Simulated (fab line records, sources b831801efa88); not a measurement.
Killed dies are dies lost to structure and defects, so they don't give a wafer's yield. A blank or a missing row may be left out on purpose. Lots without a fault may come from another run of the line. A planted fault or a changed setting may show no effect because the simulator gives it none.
Split-lot experiment | flow sfq_line | 5 lots, 23 wafers read, on a route of 325 steps

THE SPLIT
At SFQ_TRILAYER_L0_VIA_BARC_OPEN_VIA_ETCH_021 (etches BARC in O2, target depth 125 nm, time 41.7 s), the setting time_s was moved away from the recipe's 41.7 s on 11 of the 23 wafers read, by -4.9% to +12.7%. The other wafers ran this setting at the recipe's value.

The reading is taken at the split's own step.

THE READING
KrF_of_TRILAYER_L0_VIA_LITHO_COAT_013.thk_nm (the simulator's own value, which no gauge read), in nm, at SFQ_TRILAYER_L0_VIA_BARC_OPEN_VIA_ETCH_021 (etches BARC in O2, target depth 125 nm, time 41.7 s). The file gives no usual value for it. The 12 wafers here that ran the recipe average 572.7 nm, standard deviation 1.6 nm.

wafer  | tool, chamber at the split | time_s as run, s | against the recipe | KrF_of_TRILAYER_L0_VIA_LITHO_COAT_013.thk_nm, nm | against lot-mates on the recipe
L075.1 | rie_diel-03, 3             | 46.82            | +12.3%             | 567.5                                            | -5.8
L075.2 | rie_diel-03, 2             | 46.82            | +12.3%             | 568.4                                            | -4.9
L075.3 | rie_diel-03, 1             | 46.82            | +12.3%             | 565.7                                            | -7.6
L075.4 | rie_diel-03, 3             | 41.7             | recipe             | 573.5                                            | -
L075.5 | rie_diel-03, 2             | 41.7             | recipe             | 573.1                                            | -
L076.2 | rie_diel-04, 2             | 46.58            | +11.7%             | 566.6                                            | -7.1
L076.3 | rie_diel-04, 1             | 41.7             | recipe             | 574.4                                            | -
L076.4 | rie_diel-04, 3             | 41.7             | recipe             | 573                                              | -
L076.5 | rie_diel-04, 0             | 46.58            | +11.7%             | 568.6                                            | -5.1
L076.6 | rie_diel-04, 1             | 46.58            | +11.7%             | 567.3                                            | -6.4
L077.1 | rie_diel-03, 1             | 41.7             | recipe             | 575.4                                            | -
L077.2 | rie_diel-03, 3             | 46.99            | +12.7%             | 564.8                                            | -9.4
L077.4 | rie_diel-03, 1             | 41.7             | recipe             | 573.5                                            | -
L077.5 | rie_diel-03, 3             | 46.99            | +12.7%             | 564.9                                            | -9.3
L077.6 | rie_diel-03, 2             | 41.7             | recipe             | 573.8                                            | -
L081.1 | rie_diel-04, 1             | 39.67            | -4.9%              | 573.8                                            | +2.6
L081.3 | rie_diel-04, 3             | 41.7             | recipe             | 570                                              | -
L081.4 | rie_diel-04, 0             | 41.7             | recipe             | 572.3                                            | -
L081.5 | rie_diel-04, 0             | 39.67            | -4.9%              | 573.6                                            | +2.5
L081.6 | rie_diel-04, 1             | 39.67            | -4.9%              | 574.6                                            | +3.5
L083.1 | rie_diel-04, 0             | 41.7             | recipe             | 569.9                                            | -
L083.3 | rie_diel-04, 1             | 41.7             | recipe             | 572.5                                            | -
L083.4 | rie_diel-04, 3             | 41.7             | recipe             | 571.4                                            | -

THE FIT
A straight line over all 23 wafers: KrF_of_TRILAYER_L0_VIA_LITHO_COAT_013.thk_nm changes by -0.466 nm for each +1% of time_s; r = -0.91; the points scatter about the line by 1.5 nm.
The same after taking each lot's own level away (the mean of its wafers on the recipe; 23 wafers): -0.576 nm for each +1%; r = -0.96; scatter 1.2 nm.
On that fit, the largest move of time_s shifts the reading by 7.3 nm.
The lots' own levels span 571.15 to 574.23 nm, that is 2.0 times the standard deviation above.
So the lot-to-lot level changes the slope: the two fits differ.
Check: with one of the wafers moved furthest among these (+12.7%) left out of the fit, the line predicts -6.97 nm for it against its lot-mates. It came out at -9.43 nm against them.

OTHER SPLITS ON THESE WAFERS
These wafers also went through other splits before the reading. Each is held against what the fit with the lots' levels taken away leaves over:
other split on the same wafers                 | wafers away from the commonest value | r with KrF_of_TRILAYER_L0_VIA_LITHO_COAT_013.thk_nm (lot level and that fit taken away)
SFQ_TRILAYER_L0_DEP_SPUTTER_003 time_s         | 10                                   | -0.09
SFQ_TRILAYER_L0_LITHO_COAT_010 resist_thk_nm   | 9                                    | +0.06
SFQ_TRILAYER_L0_BARC_OPEN_METAL_ETCH_010 icp_w | 12                                   | +0.27
SFQ_TRILAYER_L0_VIA_LITHO_PEB_016 peb_temp_c   | 7                                    | +0.15

THE FILE'S OWN FIT
KrF_of_TRILAYER_L0_VIA_LITHO_COAT_013.thk_nm changes by -0.591 nm for each +1% of time_s, r = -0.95.
